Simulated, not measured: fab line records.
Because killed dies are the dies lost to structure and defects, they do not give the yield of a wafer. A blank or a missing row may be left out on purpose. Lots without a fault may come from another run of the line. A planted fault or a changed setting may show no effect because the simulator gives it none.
What tool caused it?    flow gf180mcu    39 wafers from 13 lots sampled at 5 of the route's 602 steps

WHAT THE GAUGES SHOWED, per wafer
GF_VT_IMPLANT_TW_MEAS_21. Usual: VT_IMPLANT_2_TW 1219, standard deviation 12.
lot   measured      on             VT_IMPLANT_2_TW  flag
L299  day 6 06:35   film-metro-03  1230 1225 1225   
L300  day 6 13:38   film-metro-02  1216 1222 1215   
L301  day 6 19:40   film-metro-03  1219 1233 1220   
L309  day 8 23:36   film-metro-03  1160 1155 1166   OFF
L310  day 9 03:27   film-metro-04  1131 1133 1132   OFF
L311  day 9 13:35   film-metro-04  1138 1137 1141   OFF
L312  day 9 18:57   film-metro-03  1222 1226 1219   
L313  day 9 23:39   film-metro-02  1220 1231 1228   
L314  day 10 12:08  film-metro-03  1226 1220 1228   
L315  day 10 15:36  film-metro-04  1188 1190 1190   
L316  day 10 18:44  film-metro-03  1230 1222 1234   
L318  day 11 13:59  film-metro-03  1230 1223 1223   
L322  day 12 12:48  film-metro-03  1224 1227 1227   

GF_PSD_TW_MEAS_11. Usual: PSD_TW 3181, standard deviation 28.
lot   measured      on             PSD_TW          flag
L299  day 14 04:34  film-metro-02  3201 3190 3186  
L300  day 14 14:17  film-metro-04  3139 3132 3137  
L301  day 15 06:10  film-metro-04  3135 3135 3137  
L309  day 18 02:58  film-metro-04  3140 3143 3151  
L310  day 18 10:23  film-metro-02  3194 3201 3173  
L311  day 18 17:27  film-metro-02  3172 3216 3185  
L312  day 18 23:22  film-metro-02  3200 3190 3196  
L313  day 19 08:56  film-metro-04  3127 3117 3139  
L314  day 19 23:46  film-metro-04  3132 3134 3125  
L315  day 20 06:55  film-metro-04  3150 3138 3150  
L316  day 20 11:56  film-metro-03  3218 3206 3203  
L318  day 21 11:46  film-metro-02  3223 3213 3215  
L322  day 22 15:53  film-metro-03  3208 3202 3200  

GF_SALICIDE_RS_MEAS_04: a four-point-probe measurement. Usual: SALICIDE_TIN_RS 16.4 ohm/sq, standard deviation 0.3.
lot   measured      on             SALICIDE_TIN_RS (ohm/sq)  flag
L299  day 15 03:02  film-metro-03  16.1 16.5 16.4            
L300  day 15 13:01  film-metro-03  16.6 16.7 16.7            
L301  day 16 04:56  film-metro-03  16.9 16.5 16.6            
L309  day 19 03:19  film-metro-03  15.9 16.4 16.4            
L310  day 19 10:54  film-metro-02  16.4 16.9 16.5            
L311  day 19 17:59  film-metro-01  16.3 16.1 16.3            
L312  day 19 23:35  film-metro-03  16.6 16.4 16.8            
L313  day 20 09:33  film-metro-03  16.1 15.9 16.1            
L314  day 21 01:05  film-metro-03  16.2 16.2 16.2            
L315  day 21 07:55  film-metro-03  16.0 16.4 16.7            
L316  day 21 17:55  film-metro-02  16.2 16.1 16.4            
L318  day 22 12:56  film-metro-03  16.6 16.4 17.0            
L322  day 23 15:55  film-metro-03  16.6 16.2 16.7            

WHAT TOOL EACH LOT RAN ON (gives the tool, then ch and the chambers of the sampled wafers, and finally the start)
lot   GF_VT_IMPLANT_IMPLANT_19         GF_SALICIDE_SPUTTER_02
L299  implanter-04 ch 0, day 6 06:20   pvd-sputter-02, day 15 02:59
L300  implanter-02 ch 0, day 6 13:25   pvd-sputter-02, day 15 12:53
L301  implanter-04 ch 0, day 6 19:26   pvd-sputter-04, day 16 04:52
L309  implanter-02 ch 0, day 8 23:21   pvd-sputter-02, day 19 03:16
L310  implanter-02 ch 0, day 9 03:14   pvd-sputter-04, day 19 10:48
L311  implanter-02 ch 0, day 9 13:20   pvd-sputter-04, day 19 17:56
L312  implanter-04 ch 0, day 9 18:42   pvd-sputter-02, day 19 23:32
L313  implanter-03 ch 0, day 9 23:26   pvd-sputter-01, day 20 09:27
L314  implanter-04 ch 0, day 10 11:55  pvd-sputter-01, day 21 01:01
L315  implanter-03 ch 0, day 10 15:21  pvd-sputter-02, day 21 07:51
L316  implanter-04 ch 0, day 10 18:31  pvd-sputter-02, day 21 12:39
L318  implanter-03 ch 0, day 11 13:44  pvd-sputter-04, day 22 12:53
L322  implanter-04 ch 0, day 12 12:35  pvd-sputter-02, day 23 15:49
- GF_VT_IMPLANT_IMPLANT_19
- GF_SALICIDE_SPUTTER_02: material Co, target thk 10 nm, time 20 s.

AS READ BY THE TOOLS THEMSELVES (means over the sampled wafers that have a number; for cases with no such wafer, the mark the record gives instead)
GF_VT_IMPLANT_IMPLANT_19. Usual: dose-ions-cm2 4.35e+12, standard deviation 4.7e+09; faraday-current-uA 24.4, standard deviation 0.45.
lot   tool          dose-ions-cm2  faraday-current-uA  flag
L299  implanter-04  4.35e+12       24.3                
L300  implanter-02  4.34e+12       24.6                
L301  implanter-04  4.35e+12       24.7                
L309  implanter-02  3.71e+12       20.6                OFF
L310  implanter-02  3.71e+12       20.6                OFF
L311  implanter-02  3.71e+12       20.7                OFF
L312  implanter-04  4.35e+12       24.5                
L313  implanter-03  4.35e+12       24.2                
L314  implanter-04  4.35e+12       24.4                
L315  implanter-03  4.35e+12       24.4                
L316  implanter-04  4.34e+12       24.3                
L318  implanter-03  4.36e+12       24.2                
L322  implanter-04  4.35e+12       24.9                

GF_SALICIDE_SPUTTER_02. Usual: throttle-valve-pct reads 29.8 % (standard deviation 0.79).
lot   tool            throttle-valve-pct (%)  flag
L299  pvd-sputter-02  29.7                    
L300  pvd-sputter-02  30.1                    
L301  pvd-sputter-04  28.8                    
L309  pvd-sputter-02  29.9                    
L310  pvd-sputter-04  29.8                    
L311  pvd-sputter-04  30.4                    
L312  pvd-sputter-02  29.6                    
L313  pvd-sputter-01  29.5                    
L314  pvd-sputter-01  29.8                    
L315  pvd-sputter-02  30.2                    
L316  pvd-sputter-02  30.2                    
L318  pvd-sputter-04  29.9                    
L322  pvd-sputter-02  29.2                    

THE ANSWER, worked out from the rows above alone
Rule: take the mean of a lot's wafers that have a number; if it is more than 3 standard deviations from the usual mean, the lot is off. Also off: a lot with no number at a reading for which 4 or more lots have one. The other lots that the step has rows for count as sound. After the gauges, taken in route order, come the tools' own readings; for these a lot's mean is taken, as printed above. At the first step where some lot is off, the reading lying furthest off is the one used; lots without a number count as furthest.
Off: L309, L310, L311, seen at GF_VT_IMPLANT_TW_MEAS_21 (VT_IMPLANT_2_TW).
If a tool, at a process step before that reading, ran all the lots that are off and no sound lot after the first of them, it fits. Not tried: the gauges at GF_VT_IMPLANT_TW_MEAS_21; whatever is off there is also off at GF_VT_IMPLANT_IMPLANT_19, on other tools, and gauge error can't account for it. One fits: GF_VT_IMPLANT_IMPLANT_19 on implanter-02. A fault onset in the window from L300 (day 6 13:25, its last sound lot) to L309 (day 8 23:21, its first lot off) fits.
The tool's own readings at GF_VT_IMPLANT_IMPLANT_19 bear it out: on the lots that are off they differ by more than 5 times the standard deviation of the sound lots' means. dose-ions-cm2 reads 3.71e+12 there against 4.35e+12 on the sound lots; faraday-current-uA reads 20.6 there against 24.4 on the sound lots.

WHAT THE SIMULATOR PUT IN
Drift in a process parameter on implanter-02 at GF_VT_IMPLANT_IMPLANT_19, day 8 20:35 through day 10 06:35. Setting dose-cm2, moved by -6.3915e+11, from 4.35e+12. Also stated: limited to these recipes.
Struck lots among those shown: L309, L310, L311. The rule above found the same.
